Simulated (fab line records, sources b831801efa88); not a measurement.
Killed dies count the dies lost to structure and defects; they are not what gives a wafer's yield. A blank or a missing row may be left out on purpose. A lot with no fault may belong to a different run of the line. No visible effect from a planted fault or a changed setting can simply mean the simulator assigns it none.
fab line records	flow gf180mcu
[record] lots = 24	wafers = 72	last_day = 34
route steps=602 shown VT_IMPLANT@122 CONTACT@302 M2@366 V2@384
lots that met no fault: from a run of the same line without faults
start_h: start of the lot's first displayed wafer, in hours after the record's first day	wait_h: hours from the lot's prior step to this one	" as in the row above	L1.1+2: a single row standing in for several wafers	- no value present, or no start provided	* or withheld: withheld	< > ~ a bound
route shown NAME@n: a module of which the file shows steps, and the number in the route of the first	usual: the fault-free wafers' mean and standard deviation	same: alike in all rows	chamber/n: place in a boat	sites: the reading at each site	_std_site: the values' standard deviation	_edge_site: inner sites' mean taken away from outer sites' mean	radius_mm: how far each site lies from the wafer's centre	mask NAME#n: copy n	behind: the tool/chamber that last shaped the wafer	hold: what put the lot on hold/how long, in hours/how the hold closed	device: whichever transistor did not switch (one of n, p or np)	end of line: the same wafers' tests at the end of the route	where a step has no rows: the recipe by itself	killed: the dies lost at the first sort to structure and to defects; this is not the yield of the wafer	map: per-die view of a wafer (x killed, . not killed, _ where there is no die)
set.NAME: the setting the step ran with; set.NAME@STEP: the setting that earlier step ran with	model.NAME: the simulator's own value behind a step, which no gauge read
one table for each step of the route and one row for each wafer, over a sample of lots
services: the hour from which a tool's chamber was out of use, counted from the record's first day as start_h (under 0 if before that day), plus the number of hours and why
[[steps]]
[step GF_VT_IMPLANT_TW_MEAS_32]
[usual] VT_IMPLANT_3_TW = 268.9/2.5
lot.wafer	tool	chamber	start_h	wait_h	VT_IMPLANT_3_TW
L074.1	film_metro-01	-	140.22	0.1	272.8
L074.4	"	-	"	"	273.0
L074.5	"	-	"	"	272.8
L075.2	film_metro-04	-	144.52	0.1	269.5
L075.5	"	-	"	"	267.6
L075.6	"	-	"	"	266.9
L076.2	film_metro-03	-	153.73	0.1	265.9
L076.3	"	-	"	"	265.1
L076.5	"	-	"	"	265.5
L077.1	film_metro-01	-	159.86	0.1	273.1
L077.2	"	-	"	"	271.9
L077.4	"	-	"	"	271.0
L078.1	film_metro-04	-	166.27	0.1	267.3
L078.2	"	-	"	"	266.4
L078.4	"	-	"	"	269.3
L079.2	film_metro-01	-	171.98	0.1	270.0
L079.4	"	-	"	"	268.6
L079.6	"	-	"	"	268.7
L080.2	film_metro-01	-	180.03	0.1	270.4
L080.4	"	-	"	"	269.4
L080.6	"	-	"	"	269.5
L081.1	film_metro-04	-	183.87	0.1	265.6
L081.2	"	-	"	"	267.8
L081.3	"	-	"	"	265.0
L082.1	film_metro-04	-	191.66	0.1	266.3
L082.5	"	-	"	"	267.7
L082.6	"	-	"	"	266.1
L083.1	film_metro-04	-	197.72	0.1	265.0
L083.2	"	-	"	"	265.6
L083.5	"	-	"	"	266.9
L084.1	film_metro-03	-	204.42	0.1	265.3
L084.4	"	-	"	"	265.8
L084.5	"	-	"	"	267.4
L085.1	film_metro-03	-	212.67	0.1	264.8
L085.2	"	-	"	"	266.1
L085.3	"	-	"	"	266.0
L086.3	film_metro-01	-	215.14	0.1	270.4
L086.4	"	-	"	"	270.4
L086.5	"	-	"	"	270.7
L087.2	film_metro-01	-	228.88	0.1	270.8
L087.3	"	-	"	"	273.1
L087.5	"	-	"	"	271.0
L088.3	film_metro-01	-	233.48	0.1	270.6
L088.5	"	-	"	"	270.8
L088.6	"	-	"	"	271.5
L089.1	film_metro-01	-	240.97	0.1	272.3
L089.4	"	-	"	"	270.3
L089.6	"	-	"	"	271.7
L090.2	film_metro-04	-	246.17	0.1	267.6
L090.4	"	-	"	"	267.4
L090.5	"	-	"	"	268.3
L091.3	film_metro-01	-	251.04	0.1	271.8
L091.4	"	-	"	"	271.7
L091.5	"	-	"	"	272.9
L092.1	film_metro-01	-	259.02	0.1	270.7
L092.2	"	-	"	"	271.8
L092.5	"	-	"	"	271.7
L093.1	film_metro-03	-	264.86	0.1	269.9
L093.2	"	-	"	"	268.7
L093.3	"	-	"	"	268.0
L094.3	film_metro-01	-	269.64	0.1	271.4
L094.5	"	-	"	"	271.0
L094.6	"	-	"	"	272.1
L095.2	film_metro-03	-	273.72	0.1	267.2
L095.4	"	-	"	"	267.6
L095.6	"	-	"	"	268.0
L096.1	film_metro-03	-	295.96	0.1	268.7
L096.3	"	-	"	"	266.0
L096.5	"	-	"	"	267.4
L097.1	film_metro-04	-	298.02	0.1	268.5
L097.3	"	-	"	"	267.4
L097.5	"	-	"	"	266.0
[step GF_CONTACT_OVL_MEAS_15]
[usual] CONTACT_OVL = -8/5.3
lot.wafer	tool	chamber	start_h	wait_h	CONTACT_OVL[nm]
L074.1	overlay-02	-	364.69	0.1	-9
L074.4	"	-	"	"	-15
L074.5	"	-	"	"	-7
L075.2	overlay-01	-	366.09	0.1	1
L075.5	"	-	"	"	-8
L075.6	"	-	"	"	-13
L076.2	overlay-02	-	375.51	0.1	-10
L076.3	"	-	"	"	-9
L076.5	"	-	"	"	-6
L077.1	overlay-02	-	391.25	0.1	-11
L077.2	"	-	"	"	-14
L077.4	"	-	"	"	-16
L078.1	overlay-01	-	393.29	0.1	-1
L078.2	"	-	"	"	-3
L078.4	"	-	"	"	2
L079.2	overlay-02	-	400.86	0.1	-9
L079.4	"	-	"	"	-10
L079.6	"	-	"	"	-11
L080.2	overlay-01	-	415.65	0.1	-6
L080.4	"	-	"	"	-11
L080.6	"	-	"	"	-6
L081.1	overlay-01	-	418.39	0.1	-10
L081.2	"	-	"	"	-4
L081.3	"	-	"	"	-11
L082.1	overlay-01	-	427.54	0.1	-5
L082.5	"	-	"	"	-5
L082.6	"	-	"	"	-5
L083.1	overlay-01	-	434.90	0.1	-6
L083.2	"	-	"	"	-4
L083.5	"	-	"	"	-10
L084.1	overlay-02	-	446.64	0.1	-7
L084.4	"	-	"	"	-16
L084.5	"	-	"	"	-5
L085.1	overlay-02	-	458.04	0.1	-6
L085.2	"	-	"	"	-18
L085.3	"	-	"	"	-10
L086.3	overlay-01	-	461.66	0.1	-6
L086.4	"	-	"	"	-6
L086.5	"	-	"	"	-9
L087.2	overlay-01	-	484.80	0.1	-6
L087.3	"	-	"	"	-9
L087.5	"	-	"	"	-7
L088.3	overlay-02	-	489.41	0.1	-5
L088.5	"	-	"	"	-6
L088.6	"	-	"	"	-9
L089.1	overlay-01	-	497.89	0.1	-1
L089.4	"	-	"	"	-12
L089.6	"	-	"	"	-11
L090.2	overlay-02	-	506.95	0.1	-15
L090.4	"	-	"	"	-15
L090.5	"	-	"	"	-12
L091.3	overlay-02	-	510.56	0.1	-6
L091.4	"	-	"	"	-5
L091.5	"	-	"	"	-13
L092.1	overlay-01	-	520.65	0.1	-10
L092.2	"	-	"	"	-17
L092.5	"	-	"	"	-6
L093.1	overlay-01	-	534.58	0.1	-13
L093.2	"	-	"	"	-3
L093.3	"	-	"	"	-7
L094.3	overlay-02	-	534.91	0.1	-8
L094.5	"	-	"	"	-1
L094.6	"	-	"	"	-7
L095.2	overlay-02	-	540.50	0.1	-5
L095.4	"	-	"	"	-2
L095.6	"	-	"	"	-7
L096.1	overlay-01	-	561.29	0.1	0
L096.3	"	-	"	"	-11
L096.5	"	-	"	"	-7
L097.1	overlay-01	-	564.85	0.1	-11
L097.3	"	-	"	"	-10
L097.5	"	-	"	"	-7
[step GF_M2_SPUTTER_04]
[recipe] material = TiN	target_thk_nm = 50	power_w = 6500	time_s = 41.7	chamber_pressure_pa = 0.4
[usual] cathode_dc_power_W = 6500.1/1.3	chamber_pressure_pa = 0.4002/0.00084	throttle_valve_pct = 29.5/0.84
lot.wafer	tool	chamber	start_h	wait_h	cathode_dc_power_W	chamber_pressure_pa	throttle_valve_pct
L074.1	pvd_sputter-01	-	413.32	0.0	6500.7	0.4001	30.6
L074.4	"	-	"	"	6499.3	0.3994	30.8
L074.5	"	-	"	"	6500.0	0.3982	30.7
L075.2	pvd_sputter-03	-	414.54	0.0	6501.2	0.4009	29.4
L075.5	"	-	"	"	6500.9	0.4008	29.3
L075.6	"	-	"	"	6499.3	0.4011	28.6
L076.2	pvd_sputter-04	-	425.39	0.0	6501.9	0.4005	29.3
L076.3	"	-	"	"	6499.6	0.4004	30.8
L076.5	"	-	"	"	6499.4	0.4001	28.7
L077.1	pvd_sputter-03	-	443.05	0.0	6500.3	0.3992	29.3
L077.2	"	-	"	"	6499.9	0.3991	29.4
L077.4	"	-	"	"	6499.1	0.4008	28.6
L078.1	pvd_sputter-01	-	444.41	0.0	6503.5	0.3997	30.5
L078.2	"	-	"	"	6500.2	0.4004	28.9
L078.4	"	-	"	"	6499.6	0.3995	30.0
L079.2	pvd_sputter-04	-	453.27	0.0	6499.5	0.4004	28.6
L079.4	"	-	"	"	6501.5	0.3998	29.2
L079.6	"	-	"	"	6499.7	0.4006	28.8
L080.2	pvd_sputter-01	-	467.86	0.0	6498.9	0.3991	30.7
L080.4	"	-	"	"	6501.2	0.4007	30.1
L080.6	"	-	"	"	6500.9	0.4000	28.8
L081.1	pvd_sputter-01	-	471.11	0.0	6502.1	0.4004	28.7
L081.2	"	-	"	"	6499.3	0.4002	30.3
L081.3	"	-	"	"	6500.3	0.4001	30.8
L082.1	pvd_sputter-03	-	480.97	0.0	6500.1	0.4001	28.8
L082.5	"	-	"	"	6499.6	0.3999	29.5
L082.6	"	-	"	"	6502.7	0.3990	28.7
L083.1	pvd_sputter-01	-	487.55	0.0	6499.1	0.4004	28.5
L083.2	"	-	"	"	6501.9	0.4011	30.9
L083.5	"	-	"	"	6500.4	0.4008	30.5
L084.1	pvd_sputter-01	-	499.36	0.0	6498.9	0.4012	30.6
L084.4	"	-	"	"	6497.9	0.4001	30.3
L084.5	"	-	"	"	6500.1	0.4010	30.6
L085.1	pvd_sputter-04	-	510.32	0.0	6500.5	0.4008	28.6
L085.2	"	-	"	"	6501.1	0.4019	29.3
L085.3	"	-	"	"	6499.8	0.3997	28.5
L086.3	pvd_sputter-01	-	513.90	0.0	6500.4	0.4008	28.6
L086.4	"	-	"	"	6498.6	0.4014	30.8
L086.5	"	-	"	"	6501.8	0.4007	30.7
L087.2	pvd_sputter-04	-	535.41	0.0	6501.3	0.4004	28.5
L087.3	"	-	"	"	6501.0	0.3991	29.4
L087.5	"	-	"	"	6499.9	0.4011	29.2
L088.3	pvd_sputter-03	-	539.95	0.0	6498.1	0.4005	28.8
L088.5	"	-	"	"	6501.6	0.4012	29.0
L088.6	"	-	"	"	6501.3	0.3994	29.3
L089.1	pvd_sputter-01	-	546.93	0.0	6501.7	0.4008	28.8
L089.4	"	-	"	"	6499.6	0.4002	30.3
L089.6	"	-	"	"	6499.0	0.3997	28.7
L090.2	pvd_sputter-04	-	556.51	0.0	6499.3	0.3991	30.9
L090.4	"	-	"	"	6499.8	0.4007	28.4
L090.5	"	-	"	"	6500.8	0.4006	28.7
L091.3	pvd_sputter-04	-	560.71	0.0	6502.9	0.3992	28.9
L091.4	"	-	"	"	6499.9	0.4013	29.3
L091.5	"	-	"	"	6499.2	0.4012	31.1
L092.1	pvd_sputter-03	-	569.56	0.0	6501.6	0.4009	29.2
L092.2	"	-	"	"	6499.0	0.4004	28.7
L092.5	"	-	"	"	6500.0	0.3997	29.4
L093.1	pvd_sputter-01	-	582.82	0.0	6497.4	0.4001	30.7
L093.2	"	-	"	"	6500.6	0.4004	30.6
L093.3	"	-	"	"	6498.9	0.3983	30.3
L094.3	pvd_sputter-03	-	583.36	0.0	6500.1	0.3993	29.1
L094.5	"	-	"	"	6499.4	0.4001	29.6
L094.6	"	-	"	"	6499.9	0.4004	28.8
L095.2	pvd_sputter-03	-	588.92	0.0	6499.1	0.3998	29.0
L095.4	"	-	"	"	6499.9	0.3994	28.9
L095.6	"	-	"	"	6500.7	0.3997	29.2
L096.1	pvd_sputter-03	-	607.92	0.0	6502.2	0.3993	29.0
L096.3	"	-	"	"	6500.6	0.3988	28.9
L096.5	"	-	"	"	6499.6	0.4005	28.5
L097.1	pvd_sputter-04	-	611.81	0.0	6502.0	0.4009	28.6
L097.3	"	-	"	"	6500.3	0.3999	30.9
L097.5	"	-	"	"	6503.0	0.4017	31.1
[step GF_M2_METAL_ETCH_16]
[recipe] chemistry = Cl2/BCl3	mask_material = KrF	target_depth_nm = 627.5	stop_on = SiO2	pressure_mtorr = 8	icp_w = 800	bias_w = 140	Cl2_flow_sccm = 80	bcl3_flow_sccm = 40	time_s = 104.6
[usual] drypump_motor_current_A = 5.8/0.34	oes_product_au = 0.973/0.0057	rf_fwd_power_W = 795.5/2.9	throttle_valve_pct = 28.249/0.0096
lot.wafer	tool	chamber	start_h	wait_h	drypump_motor_current_A	oes_product_au	rf_fwd_power_W	rf_hours_counter_h	throttle_valve_pct
L074.1	rie_metal-01	0	436.49	0.0	5.8	0.971	789.4	5.4	28.227
L074.4	"	1	"	"	5.4	0.969	795.1	-	28.250
L074.5	"	0	"	"	5.8	0.968	792.3	-	28.260
L075.2	rie_metal-04	1	438.49	0.0	6.6	0.973	799.5	1.6	28.254
L075.5	"	1	"	"	6.6	0.970	793.9	-	28.263
L075.6	"	0	"	"	5.9	0.970	796.5	-	28.260
L076.2	rie_metal-01	1	449.19	0.0	5.4	0.970	801.2	7.7	28.238
L076.3	"	0	"	"	5.8	0.969	789.1	-	28.231
L076.5	"	0	"	"	5.8	0.986	790.1	-	28.249
L077.1	rie_metal-04	0	467.72	0.0	5.9	0.966	796.9	1.8	28.262
L077.2	"	1	"	"	6.6	0.961	792.1	2.2	28.242
L077.4	"	0	"	"	5.9	0.966	792.3	-	28.242
L078.1	rie_metal-02	1	468.78	0.0	5.9	0.970	795.0	3.5	28.251
L078.2	"	0	"	"	5.6	0.969	795.2	6.9	28.239
L078.4	"	0	"	"	5.6	0.973	797.9	-	28.251
L079.2	rie_metal-01	0	476.93	0.0	5.8	0.968	786.5	6.2	28.268
L079.4	"	1	"	"	5.4	0.969	796.0	-	28.254
L079.6	"	1	"	"	5.4	0.972	795.8	-	28.247
L080.2	rie_metal-02	0	491.98	0.0	5.6	0.968	797.6	7.5	28.252
L080.4	"	1	"	"	5.9	0.970	798.6	-	28.243
L080.6	"	1	"	"	5.9	0.974	798.5	-	28.244
L081.1	rie_metal-02	0	495.08	0.0	5.6	0.976	795.7	7.6	28.234
L081.2	"	1	"	"	5.9	0.982	796.2	4.2	28.263
L081.3	"	0	"	"	5.6	0.971	801.3	-	28.238
L082.1	rie_metal-02	1	504.73	0.0	5.9	0.982	795.0	4.4	28.233
L082.5	"	1	"	"	5.9	0.979	795.3	-	28.249
L082.6	"	0	"	"	5.6	0.985	795.8	-	28.251
L083.1	rie_metal-02	1	510.93	0.0	5.9	0.970	795.4	4.6	28.249
L083.2	"	0	"	"	5.5	0.964	796.4	8.0	28.249
L083.5	"	0	"	"	5.6	0.979	793.6	-	28.243
L084.1	rie_metal-02	0	522.33	0.0	5.6	0.965	799.2	8.2	28.247
L084.4	"	1	"	"	5.9	0.963	796.8	-	28.253
L084.5	"	0	"	"	5.6	0.970	799.2	-	28.252
L085.1	rie_metal-02	0	532.89	0.0	5.6	0.977	796.3	8.6	28.240
L085.2	"	1	"	"	5.9	0.969	799.0	5.1	28.257
L085.3	"	1	"	"	5.9	0.972	799.3	-	28.264
L086.3	rie_metal-02	1	537.62	0.1	5.9	0.972	797.4	-	28.246
L086.4	"	0	"	"	5.6	0.975	796.9	-	28.235
L086.5	"	0	"	"	5.6	0.966	799.2	-	28.255
L087.2	rie_metal-01	0	557.59	0.0	5.8	0.980	789.8	8.3	28.250
L087.3	"	1	"	"	5.4	0.980	793.8	-	28.252
L087.5	"	0	"	"	5.8	0.979	795.4	-	28.233
L088.3	rie_metal-04	1	562.33	0.1	6.6	0.975	796.2	-	28.249
L088.5	"	0	"	"	5.9	0.984	798.0	-	28.259
L088.6	"	1	"	"	6.6	0.983	793.7	-	28.237
L089.1	rie_metal-02	1	569.39	0.0	5.9	0.977	793.5	6.1	28.236
L089.4	"	0	"	"	5.6	0.980	792.0	-	28.230
L089.6	"	0	"	"	5.6	0.974	794.8	-	28.250
L090.2	rie_metal-01	0	578.33	0.0	5.8	0.970	790.5	8.9	28.273
L090.4	"	0	"	"	5.8	0.981	792.9	-	28.228
L090.5	"	1	"	"	5.4	0.975	799.3	-	28.237
L091.3	rie_metal-01	0	582.07	0.1	5.8	0.964	794.4	-	28.253
L091.4	"	1	"	"	5.4	0.974	795.3	-	28.248
L091.5	"	0	"	"	5.8	0.966	794.3	-	28.259
L092.1	rie_metal-04	1	591.24	0.0	6.6	0.976	796.8	4.8	28.241
L092.2	"	0	"	"	5.9	0.979	795.1	4.4	28.255
L092.5	"	0	"	"	5.9	0.970	793.8	-	28.248
L093.1	rie_metal-04	0	604.62	0.0	5.9	0.967	796.6	4.6	28.261
L093.2	"	1	"	"	6.6	0.964	796.8	5.0	28.269
L093.3	"	0	"	"	5.9	0.975	800.4	-	28.243
L094.3	rie_metal-02	0	605.22	0.1	5.6	0.977	796.1	-	28.233
L094.5	"	1	"	"	5.9	0.977	798.9	-	28.236
L094.6	"	0	"	"	5.6	0.978	793.5	-	28.256
L095.2	rie_metal-04	0	609.17	0.0	5.9	0.969	793.3	4.9	28.262
L095.4	"	0	"	"	5.9	0.968	796.9	-	28.244
L095.6	"	1	"	"	6.6	0.970	798.1	-	28.245
L096.1	rie_metal-02	0	628.58	0.0	5.6	0.979	797.3	11.5	28.250
L096.3	"	1	"	"	5.8	0.973	796.3	-	28.253
L096.5	"	0	"	"	5.6	0.983	799.6	-	28.242
L097.1	rie_metal-01	0	632.34	0.0	5.8	0.967	792.1	9.8	28.229
L097.3	"	0	"	"	5.8	0.963	792.9	-	28.259
L097.5	"	0	"	"	5.8	0.972	793.4	-	28.252
[step GF_V2_CVD_02]
[recipe] material = SiO2	target_thk_nm = 850	precursor = TEOS	temp_c = 400	time_s = 94.851	rf_w = 600
[usual] heater_power_w = 629/66	rf_fwd_power_W = 596.3/2
lot.wafer	tool	chamber	start_h	wait_h	heater_power_w	rf_fwd_power_W
L074.1	pecvd-02	0	438.30	0.1	706	595.0
L074.4	"	0	"	"	756	592.9
L074.5	"	2	"	"	461	596.7
L075.2	pecvd-01	2	440.30	0.0	647	598.1
L075.5	"	2	"	"	522	599.5
L075.6	"	0	"	"	671	594.4
L076.2	pecvd-01	0	449.97	0.0	690	596.0
L076.3	"	1	"	"	572	599.1
L076.5	"	0	"	"	537	596.9
L077.1	pecvd-01	2	468.51	0.1	605	597.5
L077.2	"	1	"	"	622	599.5
L077.4	"	1	"	"	677	595.6
L078.1	pecvd-04	0	469.57	0.1	761	596.8
L078.2	"	2	"	"	734	597.4
L078.4	"	1	"	"	636	594.5
L079.2	pecvd-01	1	477.71	0.0	677	596.3
L079.4	"	1	"	"	544	597.5
L079.6	"	2	"	"	644	597.2
L080.2	pecvd-01	0	492.79	0.0	596	595.8
L080.4	"	0	"	"	639	597.2
L080.6	"	0	"	"	695	597.1
L081.1	pecvd-04	0	495.90	0.1	747	597.1
L081.2	"	2	"	"	601	601.5
L081.3	"	1	"	"	577	594.6
L082.1	pecvd-04	2	505.54	0.1	684	594.1
L082.5	"	1	"	"	558	592.6
L082.6	"	2	"	"	585	596.9
L083.1	pecvd-02	0	511.71	0.1	755	594.7
L083.2	"	1	"	"	618	599.2
L083.5	"	2	"	"	535	594.8
L084.1	pecvd-04	1	523.14	0.1	587	595.7
L084.4	"	2	"	"	663	599.1
L084.5	"	1	"	"	613	593.1
L085.1	pecvd-02	1	533.69	0.1	623	597.6
L085.2	"	0	"	"	733	594.9
L085.3	"	2	"	"	571	597.7
L086.3	pecvd-01	2	538.43	0.0	585	597.4
L086.4	"	2	"	"	627	594.8
L086.5	"	0	"	"	693	591.8
L087.2	pecvd-01	2	558.36	0.0	565	598.0
L087.3	"	1	"	"	702	601.6
L087.5	"	1	"	"	554	599.3
L088.3	pecvd-01	1	563.13	0.0	680	593.6
L088.5	"	1	"	"	549	594.3
L088.6	"	0	"	"	536	595.8
L089.1	pecvd-02	0	570.16	0.1	704	596.7
L089.4	"	1	"	"	581	596.7
L089.6	"	0	"	"	589	598.4
L090.2	pecvd-01	1	579.12	0.0	692	599.6
L090.4	"	0	"	"	658	596.8
L090.5	"	2	"	"	520	597.0
L091.3	pecvd-01	2	582.84	0.0	603	595.9
L091.4	"	1	"	"	669	598.3
L091.5	"	0	"	"	544	597.2
L092.1	pecvd-02	1	592.01	0.1	632	598.8
L092.2	"	0	"	"	647	592.9
L092.5	"	0	"	"	732	594.1
L093.1	pecvd-01	2	605.40	0.1	662	598.2
L093.2	"	1	"	"	606	595.5
L093.3	"	0	"	"	642	596.9
L094.3	pecvd-02	2	605.96	0.0	517	599.2
L094.5	"	1	"	"	583	596.9
L094.6	"	2	"	"	551	597.2
L095.2	pecvd-01	0	609.96	0.0	664	595.9
L095.4	"	0	"	"	528	596.0
L095.6	"	1	"	"	613	596.9
L096.1	pecvd-02	2	629.85	0.1	571	596.3
L096.3	"	1	"	"	724	597.1
L096.5	"	1	"	"	578	598.1
L097.1	pecvd-04	0	633.26	0.1	730	596.2
L097.3	"	1	"	"	629	592.4
L097.5	"	0	"	"	601	594.8
[step GF_V2_ETCH_17]
[recipe] chemistry = C4F8/O2/Ar	mask_material = KrF	target = SiO2	stop_on = TiN	source_w = 1500	bias_w = 1200	pressure_mtorr = 40	c4f8_flow_sccm = withheld	O2_flow_sccm = 6	Ar_flow_sccm = 300	time_s = withheld	target_depth_a = 6300
[usual] oes_product_au = 0.856/0.0043	rf_fwd_power_W = 1494/4.8
lot.wafer	tool	chamber	start_h	wait_h	oes_product_au	rf_fwd_power_W
L074.1	rie_diel-03	1	-	-	0.852	1496
L074.4	"	2	"	"	0.860	1490
L074.5	"	1	"	"	0.851	1493
L075.2	rie_diel-04	2	-	-	0.853	1492
L075.5	"	0	"	"	0.856	1490
L075.6	"	3	"	"	0.849	1490
L076.2	rie_diel-03	0	-	-	0.853	1488
L076.3	"	1	"	"	0.855	1484
L076.5	"	0	"	"	0.858	1488
L077.1	rie_diel-01	2	-	-	0.858	1488
L077.2	"	1	"	"	0.861	1494
L077.4	"	3	"	"	0.853	1493
L078.1	rie_diel-03	1	-	-	0.853	1492
L078.2	"	2	"	"	0.862	1495
L078.4	"	3	"	"	0.859	1490
L079.2	rie_diel-03	2	-	-	0.856	1493
L079.4	"	1	"	"	0.863	1499
L079.6	"	3	"	"	0.853	1489
L080.2	rie_diel-01	2	-	-	0.858	1494
L080.4	"	3	"	"	0.858	1497
L080.6	"	3	"	"	0.865	1504
L081.1	rie_diel-03	0	-	-	0.857	1498
L081.2	"	3	"	"	0.865	1493
L081.3	"	1	"	"	0.867	1494
L082.1	rie_diel-04	0	-	-	0.847	1498
L082.5	"	2	"	"	0.854	1499
L082.6	"	1	"	"	0.861	1505
L083.1	rie_diel-01	3	-	-	0.859	1496
L083.2	"	1	"	"	0.859	1499
L083.5	"	2	"	"	0.860	1491
L084.1	rie_diel-04	3	-	-	0.852	1488
L084.4	"	0	"	"	0.865	1488
L084.5	"	0	"	"	0.852	1488
L085.1	rie_diel-04	3	-	-	0.857	1492
L085.2	"	0	"	"	0.852	1496
L085.3	"	1	"	"	0.851	1489
L086.3	rie_diel-03	1	-	-	0.852	1493
L086.4	"	2	"	"	0.850	1499
L086.5	"	3	"	"	0.852	1501
L087.2	rie_diel-04	3	-	-	0.850	1488
L087.3	"	0	"	"	0.866	1493
L087.5	"	2	"	"	0.851	1492
L088.3	rie_diel-03	0	-	-	0.855	1493
L088.5	"	3	"	"	0.849	1492
L088.6	"	2	"	"	0.863	1491
L089.1	rie_diel-03	0	-	-	0.852	1492
L089.4	"	3	"	"	0.850	1492
L089.6	"	0	"	"	0.859	1500
L090.2	rie_diel-03	2	-	-	0.854	1499
L090.4	"	1	"	"	0.860	1502
L090.5	"	2	"	"	0.858	1497
L091.3	rie_diel-01	3	-	-	0.856	1491
L091.4	"	1	"	"	0.855	1489
L091.5	"	3	"	"	0.853	1495
L092.1	rie_diel-03	3	-	-	0.863	1492
L092.2	"	0	"	"	0.858	1492
L092.5	"	0	"	"	0.857	1494
L093.1	rie_diel-04	1	-	-	0.861	1489
L093.2	"	3	"	"	0.850	1495
L093.3	"	0	"	"	0.850	1494
L094.3	rie_diel-03	3	-	-	0.855	1497
L094.5	"	0	"	"	0.852	1486
L094.6	"	1	"	"	0.860	1490
L095.2	rie_diel-01	0	-	-	0.862	1497
L095.4	"	1	"	"	0.860	1492
L095.6	"	3	"	"	0.853	1497
L096.1	rie_diel-03	0	-	-	0.855	1493
L096.3	"	3	"	"	0.852	1493
L096.5	"	2	"	"	0.855	1496
L097.1	rie_diel-03	0	-	-	0.852	1490
L097.3	"	1	"	"	0.857	1491
L097.5	"	1	"	"	0.863	1496
[[services]]
tool	chamber	start_h	hours	kind
pecvd-01	0	394.61	19.4	repair
rie_diel-03	-	410.97	0.1	repair
rie_diel-03	2	414.21	9.8	repair
rie_diel-03	-	424.73	1.9	repair
pvd_sputter-03	-	433.44	5.4	repair
pvd_sputter-01	-	477.89	9.2	repair
pecvd-01	1	478.50	18.7	repair
pecvd-02	2	480.62	8.1	repair
rie_metal-04	-	486.47	14.6	pm
pecvd-02	0	527.29	5.4	repair
rie_diel-04	2	564.63	12.7	repair
pecvd-02	2	565.10	27.0	repair
rie_diel-03	1	577.66	3.2	repair
rie_metal-02	-	579.26	0.9	repair
pvd_sputter-04	-	584.05	13.2	repair
pecvd-01	-	591.12	14.0	pm
pecvd-01	2	595.18	5.0	repair
rie_metal-01	-	603.12	14.6	pm
rie_diel-04	0	609.78	1.7	repair
rie_metal-01	0	622.96	7.4	repair
pvd_sputter-04	-	633.12	9.8	repair
pvd_sputter-03	-	638.32	0.7	repair
pecvd-02	-	642.44	1.0	repair
rie_metal-04	-	646.98	1.0	repair
[[key]]
fault none
